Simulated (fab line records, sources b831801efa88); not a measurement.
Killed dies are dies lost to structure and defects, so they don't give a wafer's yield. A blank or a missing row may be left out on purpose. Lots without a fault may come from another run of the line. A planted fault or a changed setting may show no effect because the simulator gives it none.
Which tool did it? | flow gf180mcu | 6 lots, 18 wafers sampled, at 1 step of a route of 602

WHAT THE GAUGES READ, wafer by wafer
GF_MVSD_TW_MEAS_11.
lot  | measured    | on            | MVSD_TW
L302 | day 4 14:58 | film_metro-01 | 1563 1564 1566
L306 | day 5 15:13 | film_metro-01 | 1560 1552 1575
L312 | day 7 01:26 | film_metro-03 | 1598 1594 1596
L315 | day 7 21:01 | film_metro-03 | 1589 1603 1608
L321 | day 9 11:46 | film_metro-01 | 1567 1574 1563
L323 | day 9 18:35 | film_metro-03 | 1588 1588 1591

WHICH TOOL RAN EACH LOT (tool, then ch and the chambers of the sampled wafers, then the start)
The record holds no process step before these readings.

THE ANSWER, worked out from the rows above alone
Rule: what is usual is taken from the lots themselves. Put in order of their means at a reading, lots are off if they are a third of the lots or fewer, leave a main group of 4 or more, and stand apart from it by a gap of 3 or more times the standard deviation of the main group's means; of several such gaps the widest counts. A main group whose means are all the same, to the digits that the tables above print for the reading, isn't used. A lot without any number at a reading at which 4 lots or more have one is off too. The other lots that the step has rows for count as sound.
No lot is off at any reading shown: from this, nothing can be told.

WHAT THE SIMULATOR HAD PUT IN
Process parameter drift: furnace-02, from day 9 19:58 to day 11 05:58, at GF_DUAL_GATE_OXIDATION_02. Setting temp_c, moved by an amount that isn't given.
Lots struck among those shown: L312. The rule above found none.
